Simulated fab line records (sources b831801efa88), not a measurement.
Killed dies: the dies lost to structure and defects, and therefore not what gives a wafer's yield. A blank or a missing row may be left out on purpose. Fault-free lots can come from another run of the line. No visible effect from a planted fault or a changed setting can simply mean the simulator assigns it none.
Which tool is to blame? :: flow sky130 :: 12 lots with 36 wafers sampled at 4 steps, on a route of 708 steps

WHAT EACH GAUGE READ, for each wafer
SKY_NWELL_TW_MEAS_26.
lot: L370
measured: day 5 09:51
on: film_metro-03
NWELL_2_TW: 499.6 499.6 497.7

lot: L371
measured: day 5 17:46
on: film_metro-04
NWELL_2_TW: 495.7 494.8 493.7

lot: L373
measured: day 6 01:07
on: film_metro-03
NWELL_2_TW: 497.6 498.5 497.8

lot: L375
measured: day 6 18:49
on: film_metro-03
NWELL_2_TW: 499.5 497.5 497.4

lot: L377
measured: day 7 02:24
on: film_metro-03
NWELL_2_TW: 492.8 495.6 493.8

lot: L378
measured: day 7 08:32
on: film_metro-03
NWELL_2_TW: 493.5 493.2 493.1

lot: L383
measured: day 8 14:20
on: film_metro-03
NWELL_2_TW: 752.7 755.2 754.0

lot: L385
measured: day 8 21:52
on: film_metro-04
NWELL_2_TW: 759.0 756.6 759.1

lot: L386
measured: day 9 09:32
on: film_metro-01
NWELL_2_TW: 496.3 494.0 496.0

lot: L387
measured: day 10 08:46
on: film_metro-01
NWELL_2_TW: 498.0 494.6 494.4

lot: L391
measured: day 10 20:34
on: film_metro-03
NWELL_2_TW: 493.4 492.6 493.8

lot: L390
measured: day 10 21:31
on: film_metro-03
NWELL_2_TW: 493.1 496.0 495.4

SKY_LOCAL_INTERCONNECT_OVL_MEAS_12.
lot: L370
measured: day 30 08:18
on: overlay-01
LOCAL_INTERCONNECT_OVL (nm): 1 5 7

lot: L371
measured: day 30 23:28
on: overlay-02
LOCAL_INTERCONNECT_OVL (nm): -1 6 -1

lot: L373
measured: day 31 10:28
on: overlay-01
LOCAL_INTERCONNECT_OVL (nm): 2 -5 6

lot: L375
measured: day 32 11:28
on: overlay-01
LOCAL_INTERCONNECT_OVL (nm): -1 2 -1

lot: L377
measured: day 32 16:31
on: overlay-01
LOCAL_INTERCONNECT_OVL (nm): -8 -6 -11

lot: L378
measured: day 33 10:52
on: overlay-02
LOCAL_INTERCONNECT_OVL (nm): -5 3 -5

lot: L383
measured: day 34 22:11
on: overlay-01
LOCAL_INTERCONNECT_OVL (nm): -1 2 4

lot: L385
measured: day 36 00:13
on: overlay-02
LOCAL_INTERCONNECT_OVL (nm): 4 -4 -7

lot: L386
measured: day 35 21:49
on: overlay-02
LOCAL_INTERCONNECT_OVL (nm): 3 3 5

lot: L387
measured: day 37 05:44
on: overlay-01
LOCAL_INTERCONNECT_OVL (nm): 3 6 7

lot: L391
measured: day 37 07:36
on: overlay-01
LOCAL_INTERCONNECT_OVL (nm): 1 -3 -4

lot: L390
measured: day 37 10:11
on: overlay-01
LOCAL_INTERCONNECT_OVL (nm): -1 -5 -11

TOOL THAT RAN EACH LOT (tool first, then ch and the chambers of the sampled wafers, then the start)
lot: L370
SKY_NWELL_IMPLANT_24: implanter-02 ch 0, day 5 09:36
SKY_VT_ADJUST_NCORE_STRIP_10: plasma_asher-04 ch 0,1, day 8 14:36

lot: L371
SKY_NWELL_IMPLANT_24: implanter-04 ch 0, day 5 17:31
SKY_VT_ADJUST_NCORE_STRIP_10: plasma_asher-03 ch 0,1, day 8 22:39

lot: L373
SKY_NWELL_IMPLANT_24: implanter-03 ch 0, day 6 00:53
SKY_VT_ADJUST_NCORE_STRIP_10: plasma_asher-02 ch 0,1, day 9 08:35

lot: L375
SKY_NWELL_IMPLANT_24: implanter-04 ch 0, day 6 18:36
SKY_VT_ADJUST_NCORE_STRIP_10: plasma_asher-02 ch 0,1, day 10 02:38

lot: L377
SKY_NWELL_IMPLANT_24: implanter-04 ch 0, day 7 02:09
SKY_VT_ADJUST_NCORE_STRIP_10: plasma_asher-04 ch 0,1, day 10 13:45

lot: L378
SKY_NWELL_IMPLANT_24: implanter-03 ch 0, day 7 08:19
SKY_VT_ADJUST_NCORE_STRIP_10: plasma_asher-04 ch 0,1, day 10 23:36

lot: L383
SKY_NWELL_IMPLANT_24: implanter-03 ch 0, day 8 14:06
SKY_VT_ADJUST_NCORE_STRIP_10: plasma_asher-03 ch 1, day 12 10:56

lot: L385
SKY_NWELL_IMPLANT_24: implanter-03 ch 0, day 8 21:37
SKY_VT_ADJUST_NCORE_STRIP_10: plasma_asher-02 ch 1, day 12 20:03

lot: L386
SKY_NWELL_IMPLANT_24: implanter-02 ch 0, day 9 09:18
SKY_VT_ADJUST_NCORE_STRIP_10: plasma_asher-03 ch 0,1, day 13 08:23

lot: L387
SKY_NWELL_IMPLANT_24: implanter-04 ch 0, day 10 08:31
SKY_VT_ADJUST_NCORE_STRIP_10: plasma_asher-02 ch 0,1, day 14 12:29

lot: L391
SKY_NWELL_IMPLANT_24: implanter-04 ch 0, day 10 20:21
SKY_VT_ADJUST_NCORE_STRIP_10: plasma_asher-04 ch 0,1, day 15 01:41

lot: L390
SKY_NWELL_IMPLANT_24: implanter-04 ch 0, day 10 21:17
SKY_VT_ADJUST_NCORE_STRIP_10: plasma_asher-03 ch 0,1, day 15 02:08
- SKY_NWELL_IMPLANT_24
- SKY_VT_ADJUST_NCORE_STRIP_10: strips in O2/N2.

AS READ BY THE TOOLS THEMSELVES (means over the sampled wafers that have a number; for cases with no such wafer, the mark the record gives instead)
SKY_NWELL_IMPLANT_24.
lot: L370
tool: implanter-02
dose_ions_cm2: 9.204e+12
faraday_current_uA: 52.6

lot: L371
tool: implanter-04
dose_ions_cm2: 9.205e+12
faraday_current_uA: 51.5

lot: L373
tool: implanter-03
dose_ions_cm2: 9.209e+12
faraday_current_uA: 51.7

lot: L375
tool: implanter-04
dose_ions_cm2: 9.200e+12
faraday_current_uA: 52.3

lot: L377
tool: implanter-04
dose_ions_cm2: 9.201e+12
faraday_current_uA: 51.0

lot: L378
tool: implanter-03
dose_ions_cm2: 9.198e+12
faraday_current_uA: 52.0

lot: L383
tool: implanter-03
dose_ions_cm2: 3.538e+13
faraday_current_uA: 199.0

lot: L385
tool: implanter-03
dose_ions_cm2: 3.539e+13
faraday_current_uA: 201.2

lot: L386
tool: implanter-02
dose_ions_cm2: 9.205e+12
faraday_current_uA: 50.7

lot: L387
tool: implanter-04
dose_ions_cm2: 9.201e+12
faraday_current_uA: 51.9

lot: L391
tool: implanter-04
dose_ions_cm2: 9.202e+12
faraday_current_uA: 51.3

lot: L390
tool: implanter-04
dose_ions_cm2: 9.193e+12
faraday_current_uA: 51.9

SKY_VT_ADJUST_NCORE_STRIP_10.
lot: L370
tool: plasma_asher-04
drypump_motor_current_A (A): 6.00
o2_flow_sccm (sccm): 3004
oes_product_au (a.u.): 0.715
strip_time_to_endpoint_s (s): 14.19

lot: L371
tool: plasma_asher-03
drypump_motor_current_A (A): 5.60
o2_flow_sccm (sccm): 2997
oes_product_au (a.u.): 0.718
strip_time_to_endpoint_s (s): 14.16

lot: L373
tool: plasma_asher-02
drypump_motor_current_A (A): 5.38
o2_flow_sccm (sccm): 3010
oes_product_au (a.u.): 0.716
strip_time_to_endpoint_s (s): 14.17

lot: L375
tool: plasma_asher-02
drypump_motor_current_A (A): 5.38
o2_flow_sccm (sccm): 2993
oes_product_au (a.u.): 0.715
strip_time_to_endpoint_s (s): 14.25

lot: L377
tool: plasma_asher-04
drypump_motor_current_A (A): 5.98
o2_flow_sccm (sccm): 3003
oes_product_au (a.u.): 0.715
strip_time_to_endpoint_s (s): 14.17

lot: L378
tool: plasma_asher-04
drypump_motor_current_A (A): 5.86
o2_flow_sccm (sccm): 2992
oes_product_au (a.u.): 0.715
strip_time_to_endpoint_s (s): 14.22

lot: L383
tool: plasma_asher-03
drypump_motor_current_A (A): 5.74
o2_flow_sccm (sccm): 3008
oes_product_au (a.u.): 0.717
strip_time_to_endpoint_s (s): 14.22

lot: L385
tool: plasma_asher-02
drypump_motor_current_A (A): 5.60
o2_flow_sccm (sccm): 2992
oes_product_au (a.u.): 0.717
strip_time_to_endpoint_s (s): 14.20

lot: L386
tool: plasma_asher-03
drypump_motor_current_A (A): 5.61
o2_flow_sccm (sccm): 3003
oes_product_au (a.u.): 0.716
strip_time_to_endpoint_s (s): 14.18

lot: L387
tool: plasma_asher-02
drypump_motor_current_A (A): 5.49
o2_flow_sccm (sccm): 3013
oes_product_au (a.u.): 0.719
strip_time_to_endpoint_s (s): 14.17

lot: L391
tool: plasma_asher-04
drypump_motor_current_A (A): 5.98
o2_flow_sccm (sccm): 3004
oes_product_au (a.u.): 0.716
strip_time_to_endpoint_s (s): 14.20

lot: L390
tool: plasma_asher-03
drypump_motor_current_A (A): 5.47
o2_flow_sccm (sccm): 3000
oes_product_au (a.u.): 0.719
strip_time_to_endpoint_s (s): 14.21

THE ANSWER, worked out from the rows above alone
Rule: usual is defined by the lots themselves. The widest of any qualifying gaps counts: lots, ordered by their means at a reading, are off when they make up no more than a third of the lots, leave a main group of 4 or more, and stand apart from it by 3 or more times the standard deviation of that group's means. A main group whose means are all the same, to the digits that the tables above print for the reading, isn't used. Also off: a lot with no number at a reading for which 4 or more lots have one. Where the step has rows for the other lots, those lots are counted as sound. First the gauges in route order, then the tools' own readings, where a lot's mean is used as printed above. At the first step where some lot is off, the reading lying furthest off is the one used; lots without a number count as furthest.
Off: L383, L385, seen at SKY_NWELL_TW_MEAS_26 (NWELL_2_TW). For the main group the mean is 495.6 and the standard deviation 1.9.
A tool fits if, at a process step before that reading, it ran every lot that is off, and no sound lot after the first of them. The gauges at SKY_NWELL_TW_MEAS_26 aren't tried: what is off there is off at SKY_NWELL_IMPLANT_24 too, on other tools, and a gauge's error can't cause that. One fits: implanter-03 at SKY_NWELL_IMPLANT_24. A fault onset in the window from L378 (day 7 08:19, its last sound lot) to L383 (day 8 14:06, its first lot off) fits.
The tool's own readings at SKY_NWELL_IMPLANT_24 bear it out: on the lots that are off they differ by more than 5 times the standard deviation of the sound lots' means. dose_ions_cm2 reads 3.538e+13 there against 9.202e+12 on the sound lots; faraday_current_uA reads 200.1 there against 51.7 on the sound lots.

WHAT THE SIMULATOR HAD PUT IN
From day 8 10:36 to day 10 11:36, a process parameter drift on implanter-03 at SKY_NWELL_IMPLANT_24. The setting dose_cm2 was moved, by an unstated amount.
Lots struck among those shown: L383, L385. The rule given above showed the same thing.
